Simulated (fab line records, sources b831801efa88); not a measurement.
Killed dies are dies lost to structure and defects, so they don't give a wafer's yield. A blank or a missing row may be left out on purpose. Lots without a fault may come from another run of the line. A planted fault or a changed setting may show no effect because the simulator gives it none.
Chamber matching | flow sky130 | SKY_VIA2_CMP_02 on cmp-01: 4 sister chambers
The step polishes SiO2. 4 wafers are shown with their chamber, then 7 later ones without.

WAFERS WITH THEIR CHAMBER
wafer  | chamber | motor_current_A (A)
L659.4 | 1       | 13.0
L659.5 | 3       | 11.4
L662.3 | 0       | 13.0
L662.4 | 2       | 8.9

WAFERS WITHOUT THEIR CHAMBER
wafer  | motor_current_A (A)
L662.5 | 13.1
L663.2 | 12.8
L663.3 | 13.3
L663.4 | 8.9
L665.3 | 13.0
L665.4 | 11.6
L665.6 | 8.5

WHICH CHAMBER EACH WENT THROUGH
wafer  | from the rows above     | in truth
L662.5 | can't be placed: 0 or 1 | 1
L663.2 | can't be placed: 0 or 1 | 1
L663.3 | can't be placed: 0 or 1 | 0
L663.4 | 2                       | 2
L665.3 | can't be placed: 0 or 1 | 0
L665.4 | 3                       | 3
L665.6 | 2                       | 2
Placed correctly: 3 of 7. Can't be placed from these rows: 4 (the true chamber is among the candidates in 4). Placed wrongly: 0.
How it was worked out, from the rows above alone: a wafer's distance from a chamber is the root of the sum, over the readings, of the square of ((its reading less the chamber's mean) divided by the reading's scatter). The wafer belongs to the nearest chamber; if the next one is less than 2 further off, it can't be placed. A chamber's mean is the mean of its shown wafers. The scatter: with one shown wafer a chamber, the root of the mean of the squares of how far each hidden wafer lies from its nearest shown one.
